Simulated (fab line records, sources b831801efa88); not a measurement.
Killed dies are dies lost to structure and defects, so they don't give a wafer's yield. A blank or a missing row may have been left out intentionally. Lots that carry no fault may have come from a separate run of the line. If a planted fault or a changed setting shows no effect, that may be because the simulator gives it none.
Which tool is to blame?    flow gf180mcu    Sampling: 12 lots, 36 wafers, 3 of 602 route steps

== WHAT THE GAUGES SHOWED, per wafer ==
GF_STI_THK_MEAS_22. Usual: STI_OXIDATION_01_THK gives 14.88 nm (standard deviation 0.28).
lot   measured     on            STI_OXIDATION_01_THK (nm)  flag
L489  day 2 03:39  filmMetro-04  14.73 14.52 15.01          
L492  day 2 18:46  filmMetro-04  14.76 14.65 14.62          
L493  day 3 02:23  filmMetro-03  14.83 14.70 14.94          
L494  day 3 07:29  filmMetro-04  14.96 14.94 15.00          
L495  day 3 10:32  filmMetro-04  15.15 14.93 14.97          
L497  day 3 21:24  filmMetro-01  15.03 15.38 15.29          
L504  day 5 07:59  filmMetro-03  15.11 15.47 15.05          
L506  day 5 19:14  filmMetro-01  14.72 14.87 14.72          
L508  day 6 07:39  filmMetro-03  15.09 14.92 14.85          
L509  day 6 12:09  filmMetro-03  14.76 14.72 14.40          
L511  day 6 23:52  filmMetro-03  15.26 15.12 15.31          
L512  day 7 03:45  filmMetro-01  14.77 14.64 14.75          

GF_LVPWELL_OVL_MEAS_07. Usual: LVPWELL_OVL gives -1.0 nm (standard deviation 1.4).
lot   measured     on          LVPWELL_OVL (nm)  flag
L489  day 3 22:17  overlay-01  -1.4 -1.4 -1.2    
L492  day 4 14:33  overlay-01  -3.7 -3.9 -3.9    
L493  day 4 23:39  overlay-01  -0.3 -0.3 -0.4    
L494  day 5 03:44  overlay-02  0.8 1.0 0.1       
L495  day 5 09:10  overlay-01  -1.4 -1.9 -0.3    
L497  day 5 20:00  overlay-02  -0.4 -1.2 -0.6    
L504  day 7 09:53  overlay-01  -2.6 -1.8 -2.6    
L506  day 7 21:09  overlay-02  -1.5 -1.3 -1.7    
L508  day 8 09:05  overlay-02  -2.6 -0.9 0.1     
L509  day 8 16:11  overlay-01  -4.2 -4.0 -4.4    
L511  day 9 07:52  overlay-02  -1.0 -1.7 -1.5    
L512  day 9 08:34  overlay-02  2.1 1.6 1.5       

== WHAT TOOL EACH LOT RAN ON (gives the tool, then ch and the chambers of the sampled wafers, and finally the start) ==
lot   GF_DNWELL_STRIP_08
L489  plasmaAsher-01 ch 0,1, day 2 18:57
L492  plasmaAsher-03 ch 0,1, day 3 10:36
L493  plasmaAsher-04 ch 0,1, day 3 19:05
L494  plasmaAsher-03 ch 0,1, day 3 23:12
L495  plasmaAsher-03 ch 0,1, day 4 04:19
L497  plasmaAsher-01 ch 0,1, day 4 14:26
L504  plasmaAsher-01 ch 0,1, day 6 02:29
L506  plasmaAsher-01 ch 0,1, day 6 13:40
L508  plasmaAsher-01 ch 0,1, day 7 01:40
L509  plasmaAsher-04 ch 0, day 7 07:28
L511  plasmaAsher-03 ch 0,1, day 7 21:49
L512  plasmaAsher-03 ch 0,1, day 7 22:49
- GF_DNWELL_STRIP_08: strips in O2/N2.

== WHAT THE TOOLS THEMSELVES READ (means of the sampled wafers that have a number; where no wafer has one, the mark that the record gives instead) ==
GF_DNWELL_STRIP_08. Usual: drypumpMotorCurrentA 5.38 A, standard deviation 0.23; heaterPowerW 313 W, standard deviation 32; oesProductAu 0.722 a.u., standard deviation 0.0045; stripTimeToEndpointS 36.95 s, standard deviation 0.089.
lot   tool            drypumpMotorCurrentA (A)  heaterPowerW (W)  oesProductAu (a.u.)  stripTimeToEndpointS (s)  flag
L489  plasmaAsher-01  5.40                      288               0.721                37.06                     
L492  plasmaAsher-03  5.19                      329               0.721                37.03                     
L493  plasmaAsher-04  5.63                      290               0.722                36.89                     
L494  plasmaAsher-03  5.42                      346               0.723                37.01                     
L495  plasmaAsher-03  5.22                      330               0.724                37.06                     
L497  plasmaAsher-01  5.33                      309               0.726                36.90                     
L504  plasmaAsher-01  5.40                      291               0.726                36.92                     
L506  plasmaAsher-01  5.33                      305               0.722                37.12                     
L508  plasmaAsher-01  5.32                      308               0.725                37.06                     
L509  plasmaAsher-04  5.30                      319               0.729                36.93                     
L511  plasmaAsher-03  5.21                      334               0.721                36.91                     
L512  plasmaAsher-03  5.21                      325               0.723                36.87                     

== THE ANSWER, worked out from the rows above alone ==
Rule: lot off if the mean of its wafers having a number is beyond 3 standard deviations from the usual mean. A lot without any number at a reading at which 4 lots or more have one is off too. Any other lot the step has rows for is counted as sound. The gauges are gone through in route order, then the tools' own readings, and for those a lot's mean is taken as printed above. The first step at which some lot is off is used, and at that step the reading that is off furthest; a lot without a number counts as furthest.
No lot is off on any of the readings shown, so nothing can be concluded from this.

== WHAT THE SIMULATOR HAD PUT IN ==
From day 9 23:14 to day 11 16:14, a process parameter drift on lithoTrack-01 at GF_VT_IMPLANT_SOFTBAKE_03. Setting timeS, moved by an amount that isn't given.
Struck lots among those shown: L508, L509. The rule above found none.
